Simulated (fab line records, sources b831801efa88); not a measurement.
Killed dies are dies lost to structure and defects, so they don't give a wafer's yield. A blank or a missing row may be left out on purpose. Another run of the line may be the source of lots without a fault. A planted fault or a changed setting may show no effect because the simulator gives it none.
Matching of chambers | flow gf180mcu | cmp-02 running GF_CONTACT_CMP_04: 4 sister chambers
The step polishes SiO2. 8 wafers are shown with their chamber, then 8 later ones without.

## WAFERS, EACH WITH ITS CHAMBER
wafer  | chamber | motor-current-A (A) | time-to-endpoint-s (s)
L733.5 | 0       | 9.3                 | 113
L736.5 | 1       | 12.9                | 104
L737.2 | 0       | 9.3                 | 109
L737.6 | 3       | 12.8                | 117
L741.1 | 1       | 12.2                | 103
L741.3 | 3       | 12.6                | 103
L741.6 | 2       | 12.7                | 119
L747.1 | 2       | 12.3                | 111

## WAFERS MISSING THEIR CHAMBER
wafer  | motor-current-A (A) | time-to-endpoint-s (s)
L747.2 | 9.8                 | 110
L747.3 | 13.4                | 110
L748.1 | 9.0                 | 106
L748.4 | 12.0                | 115
L748.5 | 12.4                | 105
L751.1 | 12.2                | 104
L751.5 | 12.8                | 107
L751.6 | 12.0                | 115

## WHICH CHAMBER EACH WENT THROUGH
wafer  | from the rows above          | in truth
L747.2 | 0                            | 0
L747.3 | can't be placed: 3 or 1 or 2 | 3
L748.1 | 0                            | 0
L748.4 | can't be placed: 2 or 3 or 1 | 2
L748.5 | can't be placed: 1 or 3 or 2 | 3
L751.1 | can't be placed: 1 or 3 or 2 | 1
L751.5 | can't be placed: 3 or 1 or 2 | 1
L751.6 | can't be placed: 2 or 3 or 1 | 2
2 of 8 placed correctly. Not placeable from these rows: 6 (in 6, the candidates include the true chamber). Placed wrongly: 0.
How it was worked out, from the rows above alone: a wafer's distance from a chamber is the root of the sum, over the readings, of the square of ((its reading less the chamber's mean) divided by the reading's scatter). The wafer belongs to the nearest chamber; if the next one is less than 2 further off, it can't be placed. The mean given for a chamber averages the wafers shown for that chamber. The scatter: take each reading less its chamber's mean, square it, sum over the shown wafers, divide by the number of wafers less the number of chambers, and take the root.
